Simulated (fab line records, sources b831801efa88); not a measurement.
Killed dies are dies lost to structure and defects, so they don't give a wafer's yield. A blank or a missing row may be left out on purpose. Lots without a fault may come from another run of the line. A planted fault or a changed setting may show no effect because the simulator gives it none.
fab line records | flow sky130
record lots=15 wafers=45 last_day=50
route steps=708 shown NWELL@68 LDD_LDN@300 POLY_CUT@317 LI_CONTACT@377
lots that met no fault: from a run of the same line without faults
start_h: hours from the record's first day to the start of the lot's first wafer shown | wait_h: hours since the lot's step before | " the same as in the row above | L1.1+2: a row that stands for several wafers | - no value, or no start given | * or withheld: withheld | < > ~ a bound
route shown NAME@n: a module of which the file shows steps, and the number in the route of the first | usual: mean/standard deviation of fault-free wafers | same: alike in all rows | chamber/n: place in a boat | sites: the reading at each site | _std_site: their standard deviation | _edge_site: outer sites' mean less inner sites' | radius_mm: how far each site lies from the wafer's centre | mask NAME#n: copy n | behind: the tool/chamber that last shaped the wafer | hold: why the lot was held/for how many hours/how that ended | device: the transistor (n, p or np) that didn't switch | end of line: the same wafers' tests at the end of the route | a step without rows: its recipe alone | killed: dies lost to structure and defects at the first sort, not the wafer's yield | map: a wafer's dies, x killed, . not, _ none there
set.NAME: the setting as run; set.NAME@STEP: as run at that earlier step | model.NAME: the simulator's own value behind a step, which no gauge read
steps of the route over a sample of lots; a table a step, a row a wafer
services: from which hour (start_h, from the record's first day; less than 0 if before it) a tool's chamber was out of use, for how many hours, and why
## steps
# step SKY_NWELL_TW_MEAS_15
# usual NWELL_TW=1825/19
# columns lot.wafer tool chamber start_h wait_h NWELL_TW
L872.1 film_metro-02 - 106.78 0.1 1818
L872.4 " - " " 1819
L872.5 " - " " 1818
L871.1 film_metro-04 - 107.48 0.1 1853
L871.3 " - " " 1857
L871.6 " - " " 1855
L874.2 film_metro-03 - 121.39 0.1 1800
L874.5 " - " " 1812
L874.6 " - " " 1804
L873.1 film_metro-03 - 122.38 0.1 1801
L873.4 " - " " 1823
L873.5 " - " " 1812
L877.1 film_metro-02 - 144.93 0.1 1815
L877.3 " - " " 1829
L877.5 " - " " 1816
L878.1 film_metro-04 - 145.28 0.1 1852
L878.3 " - " " 1852
L878.6 " - " " 1863
L880.3 film_metro-04 - 152.15 0.1 1860
L880.5 " - " " 1856
L880.6 " - " " 1851
L881.3 film_metro-04 - 157.61 0.1 1854
L881.5 " - " " 1855
L881.6 " - " " 1850
L883.1 film_metro-02 - 163.13 0.1 1831
L883.2 " - " " 1823
L883.6 " - " " 1824
L885.2 film_metro-04 - 171.29 0.1 1842
L885.3 " - " " 1838
L885.4 " - " " 1850
L887.2 film_metro-03 - 181.74 0.1 1804
L887.4 " - " " 1795
L887.5 " - " " 1806
L888.3 film_metro-03 - 190.36 0.1 1811
L888.4 " - " " 1802
L888.6 " - " " 1803
L889.1 film_metro-04 - 195.84 0.1 1843
L889.4 " - " " 1847
L889.5 " - " " 1854
L892.1 film_metro-04 - 208.53 0.1 1849
L892.3 " - " " 1851
L892.5 " - " " 1849
L893.1 film_metro-02 - 215.48 0.1 1813
L893.2 " - " " 1821
L893.6 " - " " 1813
# step SKY_LDD_LDN_IMPLANT_11
# recipe species=As energy_kev=15 dose_cm2=1.25e+13 tilt_deg=withheld rotation_deg=293
# usual beam_energy_keV=15.000/0.0051 beam_on_s=10.02/0.2
# columns lot.wafer tool chamber start_h wait_h beam_energy_keV beam_on_s
L871.1 implanter-04 0 561.24 0.1 15.003 10.23
L871.3 " 0 " " 14.997 9.62
L871.6 " 0 " " 15.006 9.93
L872.1 implanter-02 0 562.44 0.1 15.003 9.91
L872.4 " 0 " " 14.998 10.23
L872.5 " 0 " " 15.006 10.04
L874.2 implanter-04 0 588.14 0.1 15.002 10.13
L874.5 " 0 " " 15.011 9.88
L874.6 " 0 " " 15.001 9.62
L873.1 implanter-02 0 588.34 0.1 14.999 9.85
L873.4 " 0 " " 14.999 10.29
L873.5 " 0 " " 14.993 10.14
L877.1 implanter-04 0 615.64 0.1 14.994 9.99
L877.3 " 0 " " 15.000 10.03
L877.5 " 0 " " 14.996 10.13
L878.1 implanter-04 0 618.79 0.1 14.995 10.36
L878.3 " 0 " " 14.993 10.12
L878.6 " 0 " " 15.006 10.04
L880.3 implanter-04 0 629.28 0.1 15.007 10.11
L880.5 " 0 " " 15.006 9.71
L880.6 " 0 " " 15.011 9.73
L881.3 implanter-04 0 636.83 0.1 15.005 10.28
L881.5 " 0 " " 15.003 9.90
L881.6 " 0 " " 15.003 9.89
L883.1 implanter-02 0 645.39 0.1 15.000 10.22
L883.2 " 0 " " 14.999 10.21
L883.6 " 0 " " 14.998 10.26
L885.2 implanter-02 - 662.16 0.1 - -
L885.3 " - " " - -
L885.4 " - " " - -
L887.2 implanter-01 - 669.40 0.1 - -
L887.4 " - " " - -
L887.5 " - " " - -
L888.3 implanter-01 - 682.99 0.1 - -
L888.4 " - " " - -
L888.6 " - " " - -
L889.1 implanter-02 0 685.63 0.1 14.994 10.32
L889.4 " 0 " " 14.992 10.21
L889.5 " 0 " " 14.992 10.15
L892.1 implanter-02 0 705.13 0.1 14.993 9.98
L892.3 " 0 " " 14.991 9.99
L892.5 " 0 " " 14.997 10.06
L893.1 implanter-01 0 709.44 0.1 14.991 9.68
L893.2 " 0 " " 14.996 10.05
L893.6 " 0 " " 14.988 9.92
# step SKY_LDD_LDN_TW_MEAS_13
# usual LDD_LDN_TW=1482/8.3
# columns lot.wafer tool chamber start_h wait_h LDD_LDN_TW
L871.1 film_metro-03 - 561.49 0.1 1471
L871.3 " - " " 1469
L871.6 " - " " 1474
L872.1 film_metro-04 - 562.69 0.1 1479
L872.4 " - " " 1487
L872.5 " - " " 1473
L874.2 film_metro-01 - 588.37 0.1 1476
L874.5 " - " " 1471
L874.6 " - " " 1490
L873.1 film_metro-01 - 588.59 0.1 1490
L873.4 " - " " 1477
L873.5 " - " " 1478
L877.1 film_metro-04 - 615.89 0.1 1490
L877.3 " - " " 1479
L877.5 " - " " 1486
L878.1 film_metro-04 - 619.04 0.1 1480
L878.3 " - " " 1487
L878.6 " - " " 1486
L880.3 film_metro-03 - 629.50 0.1 1477
L880.5 " - " " 1469
L880.6 " - " " 1467
L881.3 film_metro-03 - 637.05 0.1 1475
L881.5 " - " " 1471
L881.6 " - " " 1471
L883.1 film_metro-04 - 645.64 0.1 1490
L883.2 " - " " 1491
L883.6 " - " " 1496
L885.2 film_metro-04 - 662.40 0.1 1373
L885.3 " - " " 1380
L885.4 " - " " 1369
L887.2 film_metro-04 - 669.72 0.1 1367
L887.4 " - " " 1370
L887.5 " - " " 1376
L888.3 film_metro-03 - 683.21 0.1 1355
L888.4 " - " " 1352
L888.6 " - " " 1355
L889.1 film_metro-03 - 685.88 0.1 1485
L889.4 " - " " 1482
L889.5 " - " " 1479
L892.1 film_metro-01 - 705.38 0.1 1488
L892.3 " - " " 1487
L892.5 " - " " 1477
L893.1 film_metro-03 - 709.69 0.1 1475
L893.2 " - " " 1466
L893.6 " - " " 1470
# step SKY_POLY_CUT_ETCH_10
# recipe chemistry=N2/H2 target=BARC ion_energy_ev=200 source_w=500 bias_w=100 pressure_mtorr=30 n2_flow_sccm=100 h2_flow_sccm=200 stop_on=SiO2 time_s=45.9 target_depth_a=600
# usual drypump_motor_current_A=5.7/0.48 h2_flow_sccm=200.0/0.69 oes_product_au=0.855/0.0042 throttle_valve_pct=13.227/0.0096
# columns lot.wafer tool chamber start_h wait_h drypump_motor_current_A h2_flow_sccm oes_product_au rf_hours_counter_h throttle_valve_pct
L871.1 rie_diel-02 1 592.60 0.0 6.4 198.8 0.857 1 13.233
L871.3 " 3 " " 6.5 199.7 0.858 1 13.225
L871.6 " 1 " " 6.3 199.0 0.856 - 13.250
L872.1 rie_diel-04 2 594.70 0.0 5.9 201.3 0.859 15 13.216
L872.4 " 2 " " 5.9 200.0 0.864 - 13.242
L872.5 " 1 " " 5.7 200.1 0.849 - 13.224
L874.2 rie_diel-04 2 618.95 0.0 6.0 199.9 0.854 16 13.224
L874.5 " 0 " " 5.2 200.4 0.858 - 13.242
L874.6 " 2 " " 5.9 199.7 0.859 - 13.227
L873.1 rie_diel-02 3 620.15 0.0 6.5 200.4 0.858 2 13.215
L873.4 " 0 " " 5.2 200.1 0.857 2 13.235
L873.5 " 1 " " 6.3 199.5 0.852 - 13.240
L877.1 rie_diel-04 0 646.42 0.0 5.2 201.2 0.852 12 13.224
L877.3 " 3 " " 5.5 198.8 0.855 1 13.223
L877.5 " 1 " " 5.7 200.6 0.850 - 13.240
L878.1 rie_diel-03 3 650.55 0.0 5.6 198.9 0.862 20 13.223
L878.3 " 1 " " 6.2 199.4 0.856 54 13.230
L878.6 " 2 " " 4.8 200.4 0.855 - 13.218
L880.3 rie_diel-04 2 659.20 0.0 5.9 200.6 0.858 16 13.238
L880.5 " 1 " " 5.7 200.3 0.862 - 13.242
L880.6 " 0 " " 5.3 200.0 0.846 - 13.229
L881.3 rie_diel-03 1 694.15 0.0 6.2 200.8 0.854 55 13.237
L881.5 " 1 " " 6.2 199.6 0.853 - 13.221
L881.6 " 2 " " 4.8 199.8 0.862 - 13.247
L883.1 rie_diel-02 3 695.50 0.0 6.5 199.1 0.853 3 13.234
L883.2 " 2 " " 5.8 198.3 0.856 2 13.213
L883.6 " 2 " " 5.8 198.9 0.849 - 13.219
L889.1 rie_diel-03 2 716.50 0.0 4.8 200.6 0.855 13 13.214
L889.4 " 0 " " 5.8 200.4 0.852 - 13.222
L889.5 " 2 " " 4.8 200.8 0.855 - 13.227
L892.1 rie_diel-03 1 737.31 0.0 6.2 200.3 0.850 1 13.222
L892.3 " 2 " " 4.8 199.8 0.861 14 13.223
L892.5 " 3 " " 5.6 200.3 0.855 - 13.218
L893.1 rie_diel-04 2 743.96 0.0 5.9 200.1 0.854 19 13.221
L893.2 " 1 " " 5.7 201.3 0.856 4 13.225
L893.6 " 1 " " 5.7 199.7 0.851 - 13.220
# step SKY_LI_CONTACT_ETCH_15
# recipe target=PSG chemistry=C4F8/O2/Ar stop_on=Si taper_deg=4.15 mask_material=KrF-thick source_w=1500 bias_w=1200 pressure_mtorr=40 c4f8_flow_sccm=withheld O2_flow_sccm=6 Ar_flow_sccm=300 time_s=withheld target_depth_a=6000
# usual oes_product_au=0.836/0.0049
# columns lot.wafer tool chamber start_h wait_h oes_product_au
L871.1 rie_diel-02 3 706.59 0.0 0.822
L871.3 " 2 " " 0.844
L871.6 " 3 " " 0.829
L872.1 rie_diel-01 2 707.09 0.0 0.834
L872.4 " 3 " " 0.841
L872.5 " 1 " " 0.839
L874.2 rie_diel-03 2 732.39 0.0 0.837
L874.5 " 3 " " 0.836
L874.6 " 1 " " 0.841
L873.1 rie_diel-01 0 732.59 0.0 0.834
L873.4 " 3 " " 0.831
L873.5 " 1 " " 0.840
L877.1 rie_diel-02 2 758.79 0.0 0.847
L877.3 " 1 " " 0.837
L877.5 " 1 " " 0.839
L878.1 rie_diel-02 0 762.94 0.0 0.828
L878.3 " 3 " " 0.833
L878.6 " 1 " " 0.826
L880.3 rie_diel-03 2 770.80 0.0 0.835
L880.5 " 0 " " 0.835
L880.6 " 1 " " 0.835
L881.3 rie_diel-01 2 802.34 0.0 0.845
L881.5 " 0 " " 0.833
L881.6 " 3 " " 0.834
L883.1 rie_diel-03 2 806.04 0.0 0.840
L883.2 " 0 " " 0.831
L883.6 " 0 " " 0.838
L889.1 rie_diel-01 0 823.75 0.0 0.835
L889.4 " 3 " " 0.837
L889.5 " 1 " " 0.846
L892.1 rie_diel-02 3 846.31 0.0 0.834
L892.3 " 1 " " 0.842
L892.5 " 0 " " 0.833
L893.1 rie_diel-03 0 850.04 0.0 0.831
L893.2 " 1 " " 0.828
L893.6 " 1 " " 0.840
## services
# columns tool chamber start_h hours kind
rie_diel-03 2 562.06 4.7 repair
rie_diel-01 0 572.75 3.6 repair
implanter-02 - 574.70 6.0 pm
rie_diel-04 1 579.50 9.0 repair
implanter-04 - 589.79 2.2 repair
rie_diel-02 0 600.71 5.3 repair
rie_diel-04 1 602.55 20.4 repair
rie_diel-01 1 603.21 13.7 repair
rie_diel-03 1 603.36 6.3 repair
rie_diel-01 - 607.12 15.6 pm
implanter-02 - 614.94 2.9 repair
rie_diel-04 - 623.92 14.6 pm
rie_diel-01 - 640.00 1.0 repair
implanter-04 - 709.47 3.0 pm
rie_diel-04 0 718.59 6.2 repair
rie_diel-02 0 732.78 5.4 repair
rie_diel-04 3 739.18 6.5 repair
rie_diel-04 0 754.07 1.3 repair
rie_diel-04 - 754.43 0.2 repair
implanter-04 - 754.46 19.2 pm
rie_diel-03 1 773.67 7.5 repair
rie_diel-03 - 808.84 0.5 repair
rie_diel-02 2 827.57 9.4 repair
implanter-02 - 840.08 5.5 repair
## key
first_sign step=SKY_LDD_LDN_IMPLANT_11 reading=tool_record direction=missing
effect step=SKY_LDD_LDN_TW_MEAS_13 reading=LDD_LDN_TW direction=down sigmas=14 usual=1482 struck=1366
met_at SKY_LDD_LDN_IMPLANT_11
struck_lots L885,L887,L888
later_rows_left_out L885.2,L885.3,L885.4,L887.2,L887.4,L887.5,L888.3,L888.4,L888.6
sort_left_out L885.2,L885.3,L885.4,L887.2,L887.4,L887.5,L888.3,L888.4,L888.6
tester_left_out L885,L887,L888
not_acting_at SKY_NWELL_TW_MEAS_15,SKY_POLY_CUT_ETCH_10,SKY_LI_CONTACT_ETCH_15
onset_between 645.39 662.16
fault kind=skipped_step_whole tool=implanter-01,implanter-02 chamber=- onset_h=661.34 steps=SKY_LDD_LDN_IMPLANT_11 scope=struck_lots_only
# tester_left_out: of these lots the tester's yield and bins aren't shown, on N5 and GAA mostly nor the transistor test; their killed dies are dies lost to structure and defects alone, not to doping, threshold or leakage, so they don't give the yield
# sort_left_out: the simulated sort isn't trusted on such a fault, so these wafers' sort isn't shown, and their yield isn't known
# later_rows_left_out: the simulator's readings of these wafers behind a module that went badly wrong aren't trusted and aren't shown, but for the sort
